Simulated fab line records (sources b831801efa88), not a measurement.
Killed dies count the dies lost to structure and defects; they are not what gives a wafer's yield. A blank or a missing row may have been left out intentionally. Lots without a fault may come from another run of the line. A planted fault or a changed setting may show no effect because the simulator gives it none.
Which tool did it? || flow sky130 || 24 lots, 72 wafers sampled, at 5 steps of a route of 708

## WHAT THE GAUGES READ, wafer by wafer
SKY_SONOS_ONO_THK_MEAS_01. Usual: SONOS_ONO_OXIDATION_THK typically reads 2.60 nm, with standard deviation 0.064.
{"lot": "L074", "measured": "day 11 18:33", "on": "film metro-01", "SONOS_ONO_OXIDATION_THK (nm)": "2.62 2.57 2.64", "flag": ""}
{"lot": "L075", "measured": "day 11 21:08", "on": "film metro-02", "SONOS_ONO_OXIDATION_THK (nm)": "2.53 2.54 2.62", "flag": ""}
{"lot": "L076", "measured": "day 12 04:18", "on": "film metro-02", "SONOS_ONO_OXIDATION_THK (nm)": "2.58 2.62 2.58", "flag": ""}
{"lot": "L077", "measured": "day 12 11:58", "on": "film metro-02", "SONOS_ONO_OXIDATION_THK (nm)": "2.53 2.53 2.52", "flag": ""}
{"lot": "L078", "measured": "day 12 20:58", "on": "film metro-03", "SONOS_ONO_OXIDATION_THK (nm)": "2.64 2.69 2.67", "flag": ""}
{"lot": "L079", "measured": "day 13 06:31", "on": "film metro-03", "SONOS_ONO_OXIDATION_THK (nm)": "2.57 2.54 2.59", "flag": ""}
{"lot": "L080", "measured": "day 13 20:52", "on": "film metro-03", "SONOS_ONO_OXIDATION_THK (nm)": "2.69 2.64 2.68", "flag": ""}
{"lot": "L081", "measured": "day 14 05:43", "on": "film metro-02", "SONOS_ONO_OXIDATION_THK (nm)": "2.68 2.64 2.73", "flag": ""}
{"lot": "L082", "measured": "day 14 10:07", "on": "film metro-02", "SONOS_ONO_OXIDATION_THK (nm)": "2.66 2.62 2.57", "flag": ""}
{"lot": "L084", "measured": "day 15 04:29", "on": "film metro-03", "SONOS_ONO_OXIDATION_THK (nm)": "2.77 2.72 2.66", "flag": ""}
{"lot": "L083", "measured": "day 15 04:29", "on": "film metro-01", "SONOS_ONO_OXIDATION_THK (nm)": "2.70 2.69 2.66", "flag": ""}
{"lot": "L085", "measured": "day 15 10:40", "on": "film metro-01", "SONOS_ONO_OXIDATION_THK (nm)": "2.56 2.53 2.64", "flag": ""}
{"lot": "L086", "measured": "day 15 17:57", "on": "film metro-01", "SONOS_ONO_OXIDATION_THK (nm)": "2.50 2.50 2.56", "flag": ""}
{"lot": "L087", "measured": "day 15 19:31", "on": "film metro-02", "SONOS_ONO_OXIDATION_THK (nm)": "2.61 2.66 2.61", "flag": ""}
{"lot": "L088", "measured": "day 16 06:53", "on": "film metro-02", "SONOS_ONO_OXIDATION_THK (nm)": "2.57 2.70 2.65", "flag": ""}
{"lot": "L089", "measured": "day 16 18:32", "on": "film metro-01", "SONOS_ONO_OXIDATION_THK (nm)": "2.50 2.47 2.49", "flag": ""}
{"lot": "L090", "measured": "day 16 22:45", "on": "film metro-02", "SONOS_ONO_OXIDATION_THK (nm)": "2.45 2.48 2.55", "flag": ""}
{"lot": "L091", "measured": "day 17 05:29", "on": "film metro-03", "SONOS_ONO_OXIDATION_THK (nm)": "2.63 2.67 2.63", "flag": ""}
{"lot": "L092", "measured": "day 17 12:34", "on": "film metro-02", "SONOS_ONO_OXIDATION_THK (nm)": "2.60 2.66 2.61", "flag": ""}
{"lot": "L093", "measured": "day 17 21:16", "on": "film metro-03", "SONOS_ONO_OXIDATION_THK (nm)": "2.62 2.67 2.63", "flag": ""}
{"lot": "L094", "measured": "day 18 03:40", "on": "film metro-02", "SONOS_ONO_OXIDATION_THK (nm)": "2.67 2.56 2.66", "flag": ""}
{"lot": "L095", "measured": "day 18 14:55", "on": "film metro-03", "SONOS_ONO_OXIDATION_THK (nm)": "2.63 2.69 2.61", "flag": ""}
{"lot": "L096", "measured": "day 18 18:56", "on": "film metro-01", "SONOS_ONO_OXIDATION_THK (nm)": "2.67 2.64 2.61", "flag": ""}
{"lot": "L097", "measured": "day 19 02:10", "on": "film metro-02", "SONOS_ONO_OXIDATION_THK (nm)": "2.53 2.54 2.57", "flag": ""}

SKY_SONOS_ONO_OVL_MEAS_14. Usual: SONOS_ONO_OVL typically reads 0.9 nm, with standard deviation 1.1.
{"lot": "L074", "measured": "day 12 21:05", "on": "overlay-02", "SONOS_ONO_OVL (nm)": "1.0 1.1 -0.1", "flag": ""}
{"lot": "L075", "measured": "day 13 01:29", "on": "overlay-02", "SONOS_ONO_OVL (nm)": "-0.5 1.8 0.9", "flag": ""}
{"lot": "L076", "measured": "day 13 10:01", "on": "overlay-02", "SONOS_ONO_OVL (nm)": "-0.6 0.5 0.5", "flag": ""}
{"lot": "L077", "measured": "day 13 15:20", "on": "overlay-02", "SONOS_ONO_OVL (nm)": "0.5 0.9 0.8", "flag": ""}
{"lot": "L078", "measured": "day 14 02:25", "on": "overlay-01", "SONOS_ONO_OVL (nm)": "2.1 1.0 1.7", "flag": ""}
{"lot": "L079", "measured": "day 14 11:44", "on": "overlay-02", "SONOS_ONO_OVL (nm)": "-0.5 -1.6 0.4", "flag": ""}
{"lot": "L080", "measured": "day 15 01:43", "on": "overlay-01", "SONOS_ONO_OVL (nm)": "2.7 2.6 1.3", "flag": ""}
{"lot": "L081", "measured": "day 15 12:15", "on": "overlay-01", "SONOS_ONO_OVL (nm)": "-0.7 1.6 -0.1", "flag": ""}
{"lot": "L082", "measured": "day 15 18:47", "on": "overlay-02", "SONOS_ONO_OVL (nm)": "1.5 1.1 0.1", "flag": ""}
{"lot": "L084", "measured": "day 16 11:26", "on": "overlay-02", "SONOS_ONO_OVL (nm)": "-2.1 -3.4 -1.3", "flag": ""}
{"lot": "L083", "measured": "day 16 10:52", "on": "overlay-01", "SONOS_ONO_OVL (nm)": "2.3 1.9 2.8", "flag": ""}
{"lot": "L085", "measured": "day 16 19:34", "on": "overlay-01", "SONOS_ONO_OVL (nm)": "0.3 0.0 -0.4", "flag": ""}
{"lot": "L086", "measured": "day 17 01:16", "on": "overlay-02", "SONOS_ONO_OVL (nm)": "0.7 0.9 1.6", "flag": ""}
{"lot": "L087", "measured": "day 17 02:20", "on": "overlay-01", "SONOS_ONO_OVL (nm)": "0.5 0.6 0.2", "flag": ""}
{"lot": "L088", "measured": "day 17 13:35", "on": "overlay-01", "SONOS_ONO_OVL (nm)": "0.7 0.5 1.2", "flag": ""}
{"lot": "L089", "measured": "day 18 02:04", "on": "overlay-02", "SONOS_ONO_OVL (nm)": "2.5 2.0 3.0", "flag": ""}
{"lot": "L090", "measured": "day 18 07:02", "on": "overlay-01", "SONOS_ONO_OVL (nm)": "0.8 0.8 -0.4", "flag": ""}
{"lot": "L091", "measured": "day 18 15:35", "on": "overlay-02", "SONOS_ONO_OVL (nm)": "2.3 1.6 1.3", "flag": ""}
{"lot": "L092", "measured": "day 18 20:29", "on": "overlay-02", "SONOS_ONO_OVL (nm)": "2.0 0.6 2.2", "flag": ""}
{"lot": "L093", "measured": "day 19 05:31", "on": "overlay-02", "SONOS_ONO_OVL (nm)": "1.4 0.7 2.3", "flag": ""}
{"lot": "L094", "measured": "day 19 14:05", "on": "overlay-02", "SONOS_ONO_OVL (nm)": "1.4 2.1 2.4", "flag": ""}
{"lot": "L095", "measured": "day 19 23:38", "on": "overlay-02", "SONOS_ONO_OVL (nm)": "0.9 0.8 -0.3", "flag": ""}
{"lot": "L096", "measured": "day 20 06:38", "on": "overlay-02", "SONOS_ONO_OVL (nm)": "-0.3 1.2 2.0", "flag": ""}
{"lot": "L097", "measured": "day 20 11:29", "on": "overlay-02", "SONOS_ONO_OVL (nm)": "0.7 1.7 1.5", "flag": ""}

SKY_LDD_HVN_OVL_MEAS_07. Usual: LDD_HVN_OVL typically reads 0.6 nm, with standard deviation 1.5.
{"lot": "L074", "measured": "day 20 13:29", "on": "overlay-02", "LDD_HVN_OVL (nm)": "0.7 -1.0 -0.5", "flag": ""}
{"lot": "L075", "measured": "day 20 19:56", "on": "overlay-02", "LDD_HVN_OVL (nm)": "-0.7 -1.0 -0.1", "flag": ""}
{"lot": "L076", "measured": "day 21 05:02", "on": "overlay-01", "LDD_HVN_OVL (nm)": "1.1 1.0 -0.7", "flag": ""}
{"lot": "L077", "measured": "day 21 09:41", "on": "overlay-01", "LDD_HVN_OVL (nm)": "0.2 -0.2 -0.8", "flag": ""}
{"lot": "L078", "measured": "day 22 02:32", "on": "overlay-02", "LDD_HVN_OVL (nm)": "0.0 0.0 -1.6", "flag": ""}
{"lot": "L079", "measured": "day 22 13:58", "on": "overlay-02", "LDD_HVN_OVL (nm)": "-0.3 1.0 0.7", "flag": ""}
{"lot": "L080", "measured": "day 23 03:34", "on": "overlay-01", "LDD_HVN_OVL (nm)": "0.2 -0.2 0.5", "flag": ""}
{"lot": "L081", "measured": "day 23 10:47", "on": "overlay-01", "LDD_HVN_OVL (nm)": "1.2 0.7 0.9", "flag": ""}
{"lot": "L082", "measured": "day 23 19:55", "on": "overlay-01", "LDD_HVN_OVL (nm)": "2.3 2.2 1.6", "flag": ""}
{"lot": "L084", "measured": "day 24 13:56", "on": "overlay-01", "LDD_HVN_OVL (nm)": "2.7 1.6 1.7", "flag": ""}
{"lot": "L083", "measured": "day 24 14:52", "on": "overlay-01", "LDD_HVN_OVL (nm)": "1.5 0.4 0.2", "flag": ""}
{"lot": "L085", "measured": "day 24 20:26", "on": "overlay-02", "LDD_HVN_OVL (nm)": "-2.0 -1.0 0.8", "flag": ""}
{"lot": "L086", "measured": "day 25 02:02", "on": "overlay-01", "LDD_HVN_OVL (nm)": "0.9 0.1 -0.1", "flag": ""}
{"lot": "L087", "measured": "day 25 03:13", "on": "overlay-02", "LDD_HVN_OVL (nm)": "2.8 2.1 1.2", "flag": ""}
{"lot": "L088", "measured": "day 25 10:16", "on": "overlay-01", "LDD_HVN_OVL (nm)": "2.5 2.5 1.1", "flag": ""}
{"lot": "L089", "measured": "day 26 01:31", "on": "overlay-01", "LDD_HVN_OVL (nm)": "1.4 1.9 1.4", "flag": ""}
{"lot": "L090", "measured": "day 26 07:49", "on": "overlay-02", "LDD_HVN_OVL (nm)": "0.8 1.8 2.6", "flag": ""}
{"lot": "L091", "measured": "day 26 14:37", "on": "overlay-02", "LDD_HVN_OVL (nm)": "1.7 2.3 3.8", "flag": ""}
{"lot": "L092", "measured": "day 26 23:52", "on": "overlay-01", "LDD_HVN_OVL (nm)": "4.1 1.4 1.4", "flag": ""}
{"lot": "L093", "measured": "day 27 03:19", "on": "overlay-01", "LDD_HVN_OVL (nm)": "0.6 0.8 2.0", "flag": ""}
{"lot": "L094", "measured": "day 27 09:35", "on": "overlay-01", "LDD_HVN_OVL (nm)": "-1.0 0.6 -0.2", "flag": ""}
{"lot": "L095", "measured": "day 27 17:59", "on": "overlay-02", "LDD_HVN_OVL (nm)": "1.1 1.7 0.9", "flag": ""}
{"lot": "L096", "measured": "day 28 01:22", "on": "overlay-02", "LDD_HVN_OVL (nm)": "-0.9 -0.7 -1.7", "flag": ""}
{"lot": "L097", "measured": "day 28 08:29", "on": "overlay-02", "LDD_HVN_OVL (nm)": "-2.0 -3.0 -3.5", "flag": ""}

## WHAT TOOL EACH LOT RAN ON (gives the tool, then ch and the chambers of the sampled wafers, and finally the start)
{"lot": "L074", "SKY_NWELL_STRIP_25": "plasma asher-03 ch 0,1, day 5 09:56", "SKY_POLY_GATE_ETCH_15": "rie diel-04 ch 1,2,3, day 16 15:19"}
{"lot": "L075", "SKY_NWELL_STRIP_25": "plasma asher-04 ch 0,1, day 5 11:51", "SKY_POLY_GATE_ETCH_15": "rie diel-02 ch 0,1,2, day 16 20:13"}
{"lot": "L076", "SKY_NWELL_STRIP_25": "plasma asher-03 ch 1, day 5 19:45", "SKY_POLY_GATE_ETCH_15": "rie diel-02 ch 0,2, day 17 07:28"}
{"lot": "L077", "SKY_NWELL_STRIP_25": "plasma asher-03 ch 0, day 6 01:44", "SKY_POLY_GATE_ETCH_15": "rie diel-04 ch 0,1,2, day 17 10:55"}
{"lot": "L078", "SKY_NWELL_STRIP_25": "plasma asher-04 ch 0,1, day 6 09:29", "SKY_POLY_GATE_ETCH_15": "rie diel-01 ch 0,1,2, day 18 02:34"}
{"lot": "L079", "SKY_NWELL_STRIP_25": "plasma asher-03 ch 0,1, day 6 13:32", "SKY_POLY_GATE_ETCH_15": "rie diel-04 ch 0,1,2, day 18 13:01"}
{"lot": "L080", "SKY_NWELL_STRIP_25": "plasma asher-04 ch 0,1, day 7 02:21", "SKY_POLY_GATE_ETCH_15": "rie diel-04 ch 2,3, day 19 03:37"}
{"lot": "L081", "SKY_NWELL_STRIP_25": "plasma asher-04 ch 1, day 7 07:50", "SKY_POLY_GATE_ETCH_15": "rie diel-04 ch 0,3, day 19 11:46"}
{"lot": "L082", "SKY_NWELL_STRIP_25": "plasma asher-04 ch 0,1, day 7 11:32", "SKY_POLY_GATE_ETCH_15": "rie diel-04 ch 1,3, day 19 21:37"}
{"lot": "L084", "SKY_NWELL_STRIP_25": "plasma asher-02 ch 0,1, day 7 23:53", "SKY_POLY_GATE_ETCH_15": "rie diel-01 ch 0,2, day 20 14:33"}
{"lot": "L083", "SKY_NWELL_STRIP_25": "plasma asher-04 ch 0, day 8 00:50", "SKY_POLY_GATE_ETCH_15": "rie diel-04 ch 1,2,3, day 20 16:31"}
{"lot": "L085", "SKY_NWELL_STRIP_25": "plasma asher-04 ch 0, day 8 07:38", "SKY_POLY_GATE_ETCH_15": "rie diel-01 ch 0,1, day 20 22:46"}
{"lot": "L086", "SKY_NWELL_STRIP_25": "plasma asher-02 ch 1, day 8 13:29", "SKY_POLY_GATE_ETCH_15": "rie diel-04 ch 0,2, day 21 04:13"}
{"lot": "L087", "SKY_NWELL_STRIP_25": "plasma asher-03 ch 0,1, day 8 14:44", "SKY_POLY_GATE_ETCH_15": "rie diel-02 ch 2,3, day 21 05:46"}
{"lot": "L088", "SKY_NWELL_STRIP_25": "plasma asher-04 ch 0,1, day 8 22:59", "SKY_POLY_GATE_ETCH_15": "rie diel-01 ch 1,2,3, day 21 14:04"}
{"lot": "L089", "SKY_NWELL_STRIP_25": "plasma asher-02 ch 0,1, day 9 07:21", "SKY_POLY_GATE_ETCH_15": "rie diel-04 ch 0,2,3, day 22 06:13"}
{"lot": "L090", "SKY_NWELL_STRIP_25": "plasma asher-02 ch 0,1, day 9 09:00", "SKY_POLY_GATE_ETCH_15": "rie diel-02 ch 0,1,2, day 22 11:01"}
{"lot": "L091", "SKY_NWELL_STRIP_25": "plasma asher-03 ch 0,1, day 9 16:05", "SKY_POLY_GATE_ETCH_15": "rie diel-04 ch 0,1,2, day 22 18:58"}
{"lot": "L092", "SKY_NWELL_STRIP_25": "plasma asher-04 ch 0,1, day 9 19:23", "SKY_POLY_GATE_ETCH_15": "rie diel-01 ch 0,3, day 23 04:40"}
{"lot": "L093", "SKY_NWELL_STRIP_25": "plasma asher-04 ch 0,1, day 10 03:35", "SKY_POLY_GATE_ETCH_15": "rie diel-02 ch 0,3, day 23 08:52"}
{"lot": "L094", "SKY_NWELL_STRIP_25": "plasma asher-02 ch 0,1, day 10 06:14", "SKY_POLY_GATE_ETCH_15": "rie diel-04 ch 1,3, day 23 16:04"}
{"lot": "L095", "SKY_NWELL_STRIP_25": "plasma asher-02 ch 0, day 10 17:50", "SKY_POLY_GATE_ETCH_15": "rie diel-02 ch 0,2,3, day 24 00:40"}
{"lot": "L096", "SKY_NWELL_STRIP_25": "plasma asher-02 ch 0,1, day 10 21:38", "SKY_POLY_GATE_ETCH_15": "rie diel-02 ch 0,2,3, day 24 07:55"}
{"lot": "L097", "SKY_NWELL_STRIP_25": "plasma asher-03 ch 0,1, day 11 02:30", "SKY_POLY_GATE_ETCH_15": "rie diel-01 ch 1,2,3, day 24 14:43"}
- SKY_NWELL_STRIP_25: strips in O2/N2.
- SKY_POLY_GATE_ETCH_15: etches BARC in N2/H2, stops on SiO2, time 118.5 s, target depth 110 nm.

## AS READ BY THE TOOLS THEMSELVES (means over the sampled wafers that have a number; for cases with no such wafer, the mark the record gives instead)
SKY_NWELL_STRIP_25. Usual: drypump motor current A 5.9 A, standard deviation 0.35; o2 flow sccm 3000 sccm, standard deviation 9.1; oes product au 0.722 a.u., standard deviation 0.0048; strip time to endpoint s 36.87 s, standard deviation 0.13.
{"lot": "L074", "tool": "plasma asher-03", "drypump motor current A (A)": 5.5, "o2 flow sccm (sccm)": 3004, "oes product au (a.u.)": 0.723, "strip time to endpoint s (s)": 36.91, "flag": ""}
{"lot": "L075", "tool": "plasma asher-04", "drypump motor current A (A)": 6.1, "o2 flow sccm (sccm)": 3015, "oes product au (a.u.)": 0.722, "strip time to endpoint s (s)": 36.76, "flag": ""}
{"lot": "L076", "tool": "plasma asher-03", "drypump motor current A (A)": 5.5, "o2 flow sccm (sccm)": 2991, "oes product au (a.u.)": 0.717, "strip time to endpoint s (s)": 36.92, "flag": ""}
{"lot": "L077", "tool": "plasma asher-03", "drypump motor current A (A)": 5.5, "o2 flow sccm (sccm)": 2998, "oes product au (a.u.)": 0.719, "strip time to endpoint s (s)": 36.92, "flag": ""}
{"lot": "L078", "tool": "plasma asher-04", "drypump motor current A (A)": 6.3, "o2 flow sccm (sccm)": 3000, "oes product au (a.u.)": 0.720, "strip time to endpoint s (s)": 36.84, "flag": ""}
{"lot": "L079", "tool": "plasma asher-03", "drypump motor current A (A)": 5.5, "o2 flow sccm (sccm)": 2993, "oes product au (a.u.)": 0.725, "strip time to endpoint s (s)": 36.61, "flag": ""}
{"lot": "L080", "tool": "plasma asher-04", "drypump motor current A (A)": 6.1, "o2 flow sccm (sccm)": 3004, "oes product au (a.u.)": 0.721, "strip time to endpoint s (s)": 36.78, "flag": ""}
{"lot": "L081", "tool": "plasma asher-04", "drypump motor current A (A)": 6.4, "o2 flow sccm (sccm)": 3009, "oes product au (a.u.)": 0.724, "strip time to endpoint s (s)": 37.00, "flag": ""}
{"lot": "L082", "tool": "plasma asher-04", "drypump motor current A (A)": 6.3, "o2 flow sccm (sccm)": 2998, "oes product au (a.u.)": 0.720, "strip time to endpoint s (s)": 36.93, "flag": ""}
{"lot": "L084", "tool": "plasma asher-02", "drypump motor current A (A)": 5.9, "o2 flow sccm (sccm)": 2992, "oes product au (a.u.)": 0.721, "strip time to endpoint s (s)": 36.84, "flag": ""}
{"lot": "L083", "tool": "plasma asher-04", "drypump motor current A (A)": 6.0, "o2 flow sccm (sccm)": 3004, "oes product au (a.u.)": 0.722, "strip time to endpoint s (s)": 36.89, "flag": ""}
{"lot": "L085", "tool": "plasma asher-04", "drypump motor current A (A)": 5.9, "o2 flow sccm (sccm)": 3004, "oes product au (a.u.)": 0.724, "strip time to endpoint s (s)": 36.83, "flag": ""}
{"lot": "L086", "tool": "plasma asher-02", "drypump motor current A (A)": 6.3, "o2 flow sccm (sccm)": 2993, "oes product au (a.u.)": 0.722, "strip time to endpoint s (s)": 36.93, "flag": ""}
{"lot": "L087", "tool": "plasma asher-03", "drypump motor current A (A)": 5.6, "o2 flow sccm (sccm)": 3000, "oes product au (a.u.)": 0.725, "strip time to endpoint s (s)": 36.90, "flag": ""}
{"lot": "L088", "tool": "plasma asher-04", "drypump motor current A (A)": 6.1, "o2 flow sccm (sccm)": 3004, "oes product au (a.u.)": 0.724, "strip time to endpoint s (s)": 37.08, "flag": ""}
{"lot": "L089", "tool": "plasma asher-02", "drypump motor current A (A)": 6.1, "o2 flow sccm (sccm)": 3000, "oes product au (a.u.)": 0.723, "strip time to endpoint s (s)": 37.09, "flag": ""}
{"lot": "L090", "tool": "plasma asher-02", "drypump motor current A (A)": 6.1, "o2 flow sccm (sccm)": 2995, "oes product au (a.u.)": 0.721, "strip time to endpoint s (s)": 36.84, "flag": ""}
{"lot": "L091", "tool": "plasma asher-03", "drypump motor current A (A)": 5.5, "o2 flow sccm (sccm)": 2993, "oes product au (a.u.)": 0.724, "strip time to endpoint s (s)": 36.91, "flag": ""}
{"lot": "L092", "tool": "plasma asher-04", "drypump motor current A (A)": 6.1, "o2 flow sccm (sccm)": 2994, "oes product au (a.u.)": 0.725, "strip time to endpoint s (s)": 36.79, "flag": ""}
{"lot": "L093", "tool": "plasma asher-04", "drypump motor current A (A)": 6.3, "o2 flow sccm (sccm)": 2997, "oes product au (a.u.)": 0.721, "strip time to endpoint s (s)": 36.85, "flag": ""}
{"lot": "L094", "tool": "plasma asher-02", "drypump motor current A (A)": 6.1, "o2 flow sccm (sccm)": 2995, "oes product au (a.u.)": 0.719, "strip time to endpoint s (s)": 36.92, "flag": ""}
{"lot": "L095", "tool": "plasma asher-02", "drypump motor current A (A)": 5.7, "o2 flow sccm (sccm)": 3000, "oes product au (a.u.)": 0.720, "strip time to endpoint s (s)": 36.81, "flag": ""}
{"lot": "L096", "tool": "plasma asher-02", "drypump motor current A (A)": 5.9, "o2 flow sccm (sccm)": 2995, "oes product au (a.u.)": 0.722, "strip time to endpoint s (s)": 36.63, "flag": ""}
{"lot": "L097", "tool": "plasma asher-03", "drypump motor current A (A)": 5.5, "o2 flow sccm (sccm)": 3002, "oes product au (a.u.)": 0.719, "strip time to endpoint s (s)": 37.08, "flag": ""}

SKY_POLY_GATE_ETCH_15. Usual: drypump motor current A 5.8 A, standard deviation 0.55; oes product au 0.715 a.u., standard deviation 0.0047; throttle valve pct 13.213 %, standard deviation 0.01.
{"lot": "L074", "tool": "rie diel-04", "drypump motor current A (A)": 5.5, "oes product au (a.u.)": 0.713, "throttle valve pct (%)": 13.209, "flag": ""}
{"lot": "L075", "tool": "rie diel-02", "drypump motor current A (A)": 5.6, "oes product au (a.u.)": 0.716, "throttle valve pct (%)": 13.215, "flag": ""}
{"lot": "L076", "tool": "rie diel-02", "drypump motor current A (A)": 5.6, "oes product au (a.u.)": 0.718, "throttle valve pct (%)": 13.218, "flag": ""}
{"lot": "L077", "tool": "rie diel-04", "drypump motor current A (A)": 6.0, "oes product au (a.u.)": 0.717, "throttle valve pct (%)": 13.213, "flag": ""}
{"lot": "L078", "tool": "rie diel-01", "drypump motor current A (A)": 5.8, "oes product au (a.u.)": 0.714, "throttle valve pct (%)": 13.220, "flag": ""}
{"lot": "L079", "tool": "rie diel-04", "drypump motor current A (A)": 6.0, "oes product au (a.u.)": 0.713, "throttle valve pct (%)": 13.210, "flag": ""}
{"lot": "L080", "tool": "rie diel-04", "drypump motor current A (A)": 5.0, "oes product au (a.u.)": 0.711, "throttle valve pct (%)": 13.223, "flag": ""}
{"lot": "L081", "tool": "rie diel-04", "drypump motor current A (A)": 5.2, "oes product au (a.u.)": 0.714, "throttle valve pct (%)": 13.212, "flag": ""}
{"lot": "L082", "tool": "rie diel-04", "drypump motor current A (A)": 5.7, "oes product au (a.u.)": 0.717, "throttle valve pct (%)": 13.221, "flag": ""}
{"lot": "L084", "tool": "rie diel-01", "drypump motor current A (A)": 5.5, "oes product au (a.u.)": 0.715, "throttle valve pct (%)": 13.209, "flag": ""}
{"lot": "L083", "tool": "rie diel-04", "drypump motor current A (A)": 5.5, "oes product au (a.u.)": 0.718, "throttle valve pct (%)": 13.216, "flag": ""}
{"lot": "L085", "tool": "rie diel-01", "drypump motor current A (A)": 5.5, "oes product au (a.u.)": 0.716, "throttle valve pct (%)": 13.205, "flag": ""}
{"lot": "L086", "tool": "rie diel-04", "drypump motor current A (A)": 5.8, "oes product au (a.u.)": 0.715, "throttle valve pct (%)": 13.214, "flag": ""}
{"lot": "L087", "tool": "rie diel-02", "drypump motor current A (A)": 6.2, "oes product au (a.u.)": 0.716, "throttle valve pct (%)": 13.210, "flag": ""}
{"lot": "L088", "tool": "rie diel-01", "drypump motor current A (A)": 6.1, "oes product au (a.u.)": 0.715, "throttle valve pct (%)": 13.221, "flag": ""}
{"lot": "L089", "tool": "rie diel-04", "drypump motor current A (A)": 5.5, "oes product au (a.u.)": 0.714, "throttle valve pct (%)": 13.205, "flag": ""}
{"lot": "L090", "tool": "rie diel-02", "drypump motor current A (A)": 5.6, "oes product au (a.u.)": 0.714, "throttle valve pct (%)": 13.220, "flag": ""}
{"lot": "L091", "tool": "rie diel-04", "drypump motor current A (A)": 6.0, "oes product au (a.u.)": 0.716, "throttle valve pct (%)": 13.217, "flag": ""}
{"lot": "L092", "tool": "rie diel-01", "drypump motor current A (A)": 5.5, "oes product au (a.u.)": 0.711, "throttle valve pct (%)": 13.212, "flag": ""}
{"lot": "L093", "tool": "rie diel-02", "drypump motor current A (A)": 6.3, "oes product au (a.u.)": 0.719, "throttle valve pct (%)": 13.211, "flag": ""}
{"lot": "L094", "tool": "rie diel-04", "drypump motor current A (A)": 5.7, "oes product au (a.u.)": 0.711, "throttle valve pct (%)": 13.207, "flag": ""}
{"lot": "L095", "tool": "rie diel-02", "drypump motor current A (A)": 5.9, "oes product au (a.u.)": 0.716, "throttle valve pct (%)": 13.215, "flag": ""}
{"lot": "L096", "tool": "rie diel-02", "drypump motor current A (A)": 5.9, "oes product au (a.u.)": 0.716, "throttle valve pct (%)": 13.215, "flag": ""}
{"lot": "L097", "tool": "rie diel-01", "drypump motor current A (A)": 6.1, "oes product au (a.u.)": 0.713, "throttle valve pct (%)": 13.222, "flag": ""}

## THE ANSWER, worked out from the rows above alone
Rule: a lot is off if the mean of its wafers that have a number lies more than 3 standard deviations from the usual mean. Also off: a lot with no number at a reading for which 4 or more lots have one. Where the step has rows for the other lots, those lots are counted as sound. Order of review: gauges by route order, followed by the tools' own readings, for which a lot's mean as printed above is used. At the first step where some lot is off, the reading lying furthest off is the one used; lots without a number count as furthest.
Across all readings shown, no lot is off: no conclusion can be drawn from this.

## WHAT THE SIMULATOR HAD INSERTED
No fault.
